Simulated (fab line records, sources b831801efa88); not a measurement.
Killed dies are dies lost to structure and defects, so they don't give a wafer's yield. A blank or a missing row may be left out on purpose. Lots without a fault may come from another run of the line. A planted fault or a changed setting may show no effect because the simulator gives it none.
Which tool did it? | flow sky130 | 12 lots, 36 wafers sampled, at 5 steps of a route of 708

WHAT THE GAUGES READ, wafer by wafer
SKY_VT_ADJUST_LVTN_TW_MEAS_21.
lot  | measured     | on            | VT_ADJUST_LVTN_2_TW
L645 | day 7 15:04  | film_metro-03 | 191.4 190.8 191.6
L648 | day 8 12:52  | film_metro-04 | 189.7 191.3 189.8
L649 | day 8 21:43  | film_metro-04 | 190.1 190.0 190.6
L652 | day 9 19:56  | film_metro-03 | 191.1 191.7 191.2
L653 | day 10 00:25 | film_metro-04 | 189.3 190.1 190.4
L656 | day 10 18:52 | film_metro-01 | 190.1 190.3 189.7
L659 | day 11 17:22 | film_metro-04 | 189.4 190.3 190.4
L662 | day 12 09:38 | film_metro-03 | 190.3 188.4 189.1
L663 | day 12 17:58 | film_metro-04 | 189.5 189.7 189.6
L665 | day 13 07:20 | film_metro-01 | 190.6 190.8 190.5
L667 | day 14 00:34 | film_metro-01 | 190.9 189.1 189.2
L668 | day 14 10:30 | film_metro-03 | 191.4 191.5 190.7

SKY_SONOS_TUNNEL_OVL_MEAS_08.
lot  | measured     | on         | SONOS_TUNNEL_OVL (nm)
L645 | day 11 03:57 | overlay-02 | -1.9 -2.5 -0.7
L648 | day 12 06:53 | overlay-01 | -3.4 -2.9 -2.0
L649 | day 12 15:57 | overlay-01 | -0.5 -2.5 -0.3
L652 | day 13 20:41 | overlay-01 | -1.6 -2.5 -1.8
L653 | day 14 02:10 | overlay-02 | -4.2 -2.5 -1.1
L656 | day 14 23:11 | overlay-01 | -0.7 -2.5 -1.4
L659 | day 15 23:26 | overlay-01 | 167.0 168.3 166.7
L662 | day 16 19:47 | overlay-01 | 169.5 169.3 168.3
L663 | day 17 02:32 | overlay-02 | 169.4 166.6 169.1
L665 | day 17 18:01 | overlay-01 | 169.0 167.0 168.8
L667 | day 18 14:29 | overlay-01 | -2.0 -1.2 -1.5
L668 | day 19 01:26 | overlay-02 | -0.6 -0.6 -1.1

WHICH TOOL RAN EACH LOT (tool, then ch and the chambers of the sampled wafers, then the start)
lot  | SKY_VT_ADJUST_LVTN_STRIP_09          | SKY_VT_ADJUST_PCH_STRIP_09           | SKY_SONOS_TUNNEL_EXPOSE_04
L645 | plasma_asher-02 ch 1, day 6 19:05    | plasma_asher-04 ch 0,1, day 10 05:26 | iline_stepper-01 ch 0, day 10 16:51
L648 | plasma_asher-02 ch 0,1, day 7 16:34  | plasma_asher-02 ch 0,1, day 11 04:50 | iline_stepper-01 ch 0, day 11 17:47
L649 | plasma_asher-03 ch 0,1, day 8 00:35  | plasma_asher-03 ch 1, day 11 15:49   | iline_stepper-02 ch 0, day 12 04:22
L652 | plasma_asher-02 ch 0,1, day 8 23:31  | plasma_asher-02 ch 0, day 12 19:22   | iline_stepper-01 ch 0, day 13 08:06
L653 | plasma_asher-03 ch 0,1, day 9 03:44  | plasma_asher-02 ch 0,1, day 13 00:31 | iline_stepper-02 ch 0, day 13 13:40
L656 | plasma_asher-02 ch 0,1, day 9 21:34  | plasma_asher-03 ch 0,1, day 13 22:17 | iline_stepper-01 ch 0, day 14 10:21
L659 | plasma_asher-01 ch 0,1, day 10 17:13 | plasma_asher-02 ch 0,1, day 14 20:10 | iline_stepper-01 ch 0, day 15 10:19
L662 | plasma_asher-03 ch 0,1, day 11 09:17 | plasma_asher-02 ch 0,1, day 15 16:10 | iline_stepper-01 ch 0, day 16 05:57
L663 | plasma_asher-02 ch 0,1, day 11 17:01 | plasma_asher-04 ch 0,1, day 15 22:47 | iline_stepper-01 ch 0, day 16 13:28
L665 | plasma_asher-02 ch 0,1, day 12 06:31 | plasma_asher-02 ch 0,1, day 16 14:22 | iline_stepper-01 ch 0, day 17 03:52
L667 | plasma_asher-03 ch 0,1, day 12 22:26 | plasma_asher-04 ch 0,1, day 17 09:11 | iline_stepper-02 ch 0, day 17 23:39
L668 | plasma_asher-03 ch 0,1, day 13 09:26 | plasma_asher-04 ch 0,1, day 17 19:41 | iline_stepper-02 ch 0, day 18 09:37
- SKY_VT_ADJUST_LVTN_STRIP_09: strips in O2/N2.
- SKY_VT_ADJUST_PCH_STRIP_09: strips in O2/N2.
- SKY_SONOS_TUNNEL_EXPOSE_04: exposes mask TUNM, target cd 410 nm.

WHAT THE TOOLS THEMSELVES READ (means of the sampled wafers that have a number; where no wafer has one, the mark that the record gives instead)
SKY_VT_ADJUST_LVTN_STRIP_09.
lot  | tool            | chamber_pressure_mTorr (mTorr) | drypump_motor_current_A (A) | oes_product_au (a.u.) | strip_time_to_endpoint_s (s)
L645 | plasma_asher-02 | 1499.3                         | 6.2                         | 0.723                 | 36.88
L648 | plasma_asher-02 | 1500.2                         | 6.2                         | 0.722                 | 36.78
L649 | plasma_asher-03 | 1500.6                         | 6.1                         | 0.719                 | 36.69
L652 | plasma_asher-02 | 1501.2                         | 6.1                         | 0.724                 | 36.85
L653 | plasma_asher-03 | 1499.0                         | 6.1                         | 0.722                 | 36.94
L656 | plasma_asher-02 | 1500.1                         | 6.2                         | 0.725                 | 36.93
L659 | plasma_asher-01 | 1500.4                         | 6.0                         | 0.723                 | 36.88
L662 | plasma_asher-03 | 1500.0                         | 6.1                         | 0.721                 | 36.72
L663 | plasma_asher-02 | 1499.0                         | 6.2                         | 0.721                 | 36.92
L665 | plasma_asher-02 | 1500.0                         | 6.2                         | 0.724                 | 36.97
L667 | plasma_asher-03 | 1499.2                         | 5.8                         | 0.720                 | 36.97
L668 | plasma_asher-03 | 1499.2                         | 5.8                         | 0.724                 | 36.98

SKY_VT_ADJUST_PCH_STRIP_09.
lot  | tool            | chamber_pressure_mTorr (mTorr) | drypump_motor_current_A (A) | oes_product_au (a.u.) | strip_time_to_endpoint_s (s)
L645 | plasma_asher-04 | 1500.4                         | 5.7                         | 0.722                 | 37.04
L648 | plasma_asher-02 | 1501.0                         | 6.2                         | 0.719                 | 36.90
L649 | plasma_asher-03 | 1498.7                         | 5.6                         | 0.723                 | 36.99
L652 | plasma_asher-02 | 1500.7                         | 6.1                         | 0.718                 | 36.87
L653 | plasma_asher-02 | 1500.9                         | 6.1                         | 0.722                 | 36.90
L656 | plasma_asher-03 | 1502.2                         | 5.8                         | 0.719                 | 36.88
L659 | plasma_asher-02 | 1501.5                         | 6.2                         | 0.720                 | 36.95
L662 | plasma_asher-02 | 1499.1                         | 6.2                         | 0.722                 | 36.93
L663 | plasma_asher-04 | 1500.4                         | 5.5                         | 0.715                 | 36.75
L665 | plasma_asher-02 | 1499.8                         | 6.2                         | 0.721                 | 36.93
L667 | plasma_asher-04 | 1499.8                         | 5.7                         | 0.726                 | 36.98
L668 | plasma_asher-04 | 1500.1                         | 5.7                         | 0.720                 | 36.91

THE ANSWER, worked out from the rows above alone
Rule: what is usual is taken from the lots themselves. Put in order of their means at a reading, lots are off if they are a third of the lots or fewer, leave a main group of 4 or more, and stand apart from it by a gap of 3 or more times the standard deviation of the main group's means; of several such gaps the widest counts. A main group whose means are all the same, to the digits that the tables above print for the reading, isn't used. A lot without any number at a reading at which 4 lots or more have one is off too. The other lots that the step has rows for count as sound. The gauges are gone through in route order, then the tools' own readings, and for those a lot's mean is taken as printed above. The first step at which some lot is off is used, and at that step the reading that is off furthest; a lot without a number counts as furthest.
Off: L659, L662, L663, L665, at SKY_SONOS_TUNNEL_OVL_MEAS_08 (SONOS_TUNNEL_OVL). The main group: mean -1.8 nm, standard deviation 0.64.
A tool fits if, at a process step before that reading, it ran every lot that is off, and no sound lot after the first of them. The gauges at SKY_SONOS_TUNNEL_OVL_MEAS_08 are tried like those tools. One fits: iline_stepper-01 at SKY_SONOS_TUNNEL_EXPOSE_04. Its last sound lot is L656 (day 14 10:21), its first lot that is off L659 (day 15 10:19): a fault that began between those two fits.

WHAT THE SIMULATOR HAD PUT IN
Scanner matching overlay: iline_stepper-01, from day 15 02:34 on, at SKY_SONOS_TUNNEL_EXPOSE_04. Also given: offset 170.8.
Lots struck among those shown: L659, L662, L663, L665. The rule above found the same.
